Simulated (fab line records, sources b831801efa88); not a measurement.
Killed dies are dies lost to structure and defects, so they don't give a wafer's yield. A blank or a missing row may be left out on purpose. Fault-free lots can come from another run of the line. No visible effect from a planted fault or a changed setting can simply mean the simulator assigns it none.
Comparing a struck lot with a sound one -- flow sky130 -- 15 out of 708 route steps
Sound: wafers L399.1, L399.2, L399.4. Wafers struck: L395.4, L395.5, L395.6. At the end, the cause is stated.
At each step with rows: each side's tool, then ch and its chambers, then its first start. Under that, the readings that differ: sound wafers -- struck wafers -- difference of the means -- sigmas: that difference in standard deviations of wafers without a fault.
alike: a reading whose means differ by less than 2 such deviations, as well as words and numbers matching on both sides. not compared: withheld readings; readings where some wafer has no value; bounds like >300 that might hide an equal value; numbers whose values overlap and for which the record gives no deviation.
The two part at a step that has a row with sigmas, a row that says differs or no value, or rows on one side only. Numbers that have no deviation but don't overlap get no sigmas and don't part them. A reading that every wafer of one side lacks parts them only if that side has two wafers or more.

first, 3 steps without rows for these wafers: SKY_VIA1_EXPOSE_09 (exposes mask VIM, target cd 150 nm); SKY_VIA1_PEB_10; SKY_VIA1_DEVELOP_11 (develop time 60 s).
SKY_VIA1_CD_MEAS_12: the cd target is 150 nm.
  sound: cdSem-02 at day 38 03:20; struck: cdSem-02 at day 36 19:42
  alike: cdNm
SKY_VIA1_OVL_MEAS_13:
  sound: overlay-02 at day 38 03:27; struck: overlay-01 at day 36 19:47
  alike: VIA1_OVL
SKY_VIA1_ETCH_14: etches BARC in N2/H2, stops on SiO2, time 45.9 s, target depth 60 nm.
  sound on rieDiel-01 ch 0,2,3, day 38 03:29; struck on rieDiel-04 ch 0,3, day 36 19:48
  alike: drypumpMotorCurrentA, oesProductAu, throttleValvePct
  not compared: rfHoursCounterH
SKY_VIA1_ETCH_15: etches SiO2 in C4F8/O2/Ar, stops on TiN, target depth 351 nm, time 54 s.
  sound on rieDiel-01 ch 0,2,3, day 38 03:32; struck on rieDiel-04 ch 0,3, day 36 19:50
  alike: oesProductAu
  not compared: rfHoursCounterH
SKY_VIA1_STRIP_16: strips in O2/N2.
  sound on plasmaAsher-01 ch 0,1, day 38 03:34; struck on plasmaAsher-04 ch 0,1, day 36 19:55
  alike: drypumpMotorCurrentA, oesProductAu, stripTimeToEndpointS
  not compared: rfHoursCounterH
then, 3 steps without rows for these wafers: SKY_VIA1_STRIP_17 (strips in post etch residue remover, time 1200 s); SKY_VIA1_CLEAN_18 (cleans in IPA, time 180 s); SKY_VIA1_CLEAN_19 (cleans in O3/DIW).
SKY_VIA1_SPUTTER_20: material TiN, target thk 20 nm, time 80 s.
  sound: pvdSputter-03 at day 38 04:10; struck: pvdSputter-02 at day 36 20:31
  alike: throttleValvePct
SKY_VIA1_CVD_21: deposits W, target thk 270 nm, time 80.902 s.
  sound on cvdW-02 ch 0,1, day 38 04:14; struck on cvdW-02 ch 0,1, day 36 20:37
  no value came back on the struck wafers for chamberPressureTorr (Torr), heaterPowerOuterW (W), heaterPowerW (W); on the sound wafers chamberPressureTorr (Torr) reads 40.05 40.07 39.99
  not compared: sinceWetCleanH
SKY_VIA1_RS_MEAS_22: measures by four-point-probe.
  sound: filmMetro-03 at day 38 04:19; struck: filmMetro-01 at day 36 21:01
reading,sound,struck,difference,sigmas
VIA1_W_RS (ohm/sq),0.431 0.425 0.425,57.703 56.687 57.593,+56.901,+99 or more
  not compared: hold
following that, these wafers have no rows for 1 step: SKY_PAD_OPEN_PROBE_99.

WHERE THEY PART
Last at SKY_VIA1_RS_MEAS_22 as far as this record goes, first at SKY_VIA1_CVD_21.

WHY: whatever the simulator had introduced
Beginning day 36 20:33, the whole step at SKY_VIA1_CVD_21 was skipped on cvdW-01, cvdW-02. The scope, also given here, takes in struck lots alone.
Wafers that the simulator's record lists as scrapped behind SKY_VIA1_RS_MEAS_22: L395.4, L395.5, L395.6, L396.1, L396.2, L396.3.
